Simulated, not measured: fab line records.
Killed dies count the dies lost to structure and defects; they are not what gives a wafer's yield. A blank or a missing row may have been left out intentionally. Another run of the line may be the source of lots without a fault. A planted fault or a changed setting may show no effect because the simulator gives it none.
One fault seen from 2 desks | flow gf180mcu | only its own numbers are on each desk; what lay behind them is given at the end

FROM THE METROLOGY DESK
Lot by lot, what the gauges showed, no matter which tool ran the lot: averages of those sampled wafers that carry a number. Marked OUT: a lot whose mean sits more than 4 standard deviations from the usual mean, which makes it out of limits; the brackets give that distance.
Columns: A = HV_LDD_RS at GF_HV_LDD_RS_MEAS_53, usual 417.2 ohm/sq; B = HV_LDD_CVD_56_THK at GF_HV_LDD_THK_MEAS_57, usual 89.8 nm; C = cd nm at GF_NSD_CD_MEAS_07, usual 401.1 nm; D = NSD_RS at GF_PSD_RS_MEAS_14, usual 46.11 ohm/sq
lot  | first seen here | A     | B    | C     | D
L777 | day 12 10:35    | 418.0 | 91.0 | 400.1 | 46.14
L781 | day 13 18:48    | 416.7 | 89.2 | 403.1 | 46.16
L785 | day 15 08:12    | 417.1 | 90.8 | 401.1 | 45.80
L789 | day 16 09:49    | 416.8 | 90.3 | 403.2 | 45.69 (-5.2) OUT
L790 | day 17 02:53    | 415.9 | 89.8 | 403.4 | 46.15
L793 | day 18 02:02    | 419.0 | 89.2 | 395.5 | 46.11
L795 | day 18 13:06    | 417.4 | 90.3 | 401.1 | 46.11
L796 | day 19 01:40    | 418.0 | 88.9 | 400.1 | 46.11
L797 | day 19 07:46    | 417.2 | 90.6 | 400.2 | 46.00
L798 | day 19 11:19    | 416.6 | 90.2 | 400.6 | 46.18
L799 | day 20 00:55    | 415.8 | 90.0 | 403.1 | 46.19
L800 | day 20 10:46    | 416.6 | 88.9 | 403.4 | 46.12
Finding of this desk: L789 out of limits, first seen on L789 at day 18 11:55 (NSD_RS at GF_PSD_RS_MEAS_14). L777, L781, L785, L790, L793, L795, L796, L797, L798, L799, L800 stayed within limits.

TOOL OWNER'S DESK, implanter-01
The tool's own readings at GF_NSD_IMPLANT_09: means of the sampled wafers that have a number, for each lot that ran on this tool. Marked OUT: a lot whose mean sits more than 4 standard deviations from the usual mean, which makes it out of limits; the brackets give that distance.
Columns: A = beam energy keV at GF_NSD_IMPLANT_09, usual 60.003; B = dose ions cm2 at GF_NSD_IMPLANT_09, usual 4.001e+15
lot  | first seen here | A      | B
L781 | day 14 18:38    | 60.006 | 4.000e+15
L785 | day 16 08:40    | 60.016 | 4.320e+15 (+66) OUT
L789 | day 17 11:34    | 59.994 | 4.318e+15 (+66) OUT
L797 | day 20 10:59    | 59.991 | 3.994e+15
Finding of this desk: L785, L789 out of limits; the first was L785 at day 16 08:40, on dose ions cm2 at GF_NSD_IMPLANT_09. L781, L797 stayed within limits.

TAKEN TOGETHER
On L785, L789, at day 16 08:40, an alarm was possible from the tool owner's desk.
An alarm was possible from the metrology desk at day 18 11:55, on L789.
The metrology desk holds a record of L785, inside its limits.
GF_NSD_IMPLANT_09 was run on implanter-01 by each of the lots named.

WHAT THE SIMULATOR PUT IN
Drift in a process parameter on implanter-01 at GF_NSD_IMPLANT_09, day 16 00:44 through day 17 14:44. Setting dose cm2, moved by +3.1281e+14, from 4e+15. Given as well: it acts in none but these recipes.
Struck lots among those shown: L785, L789.
Hours from the fault's start to each desk's first reading out of limits: the tool owner's desk, 8; the metrology desk, 59.
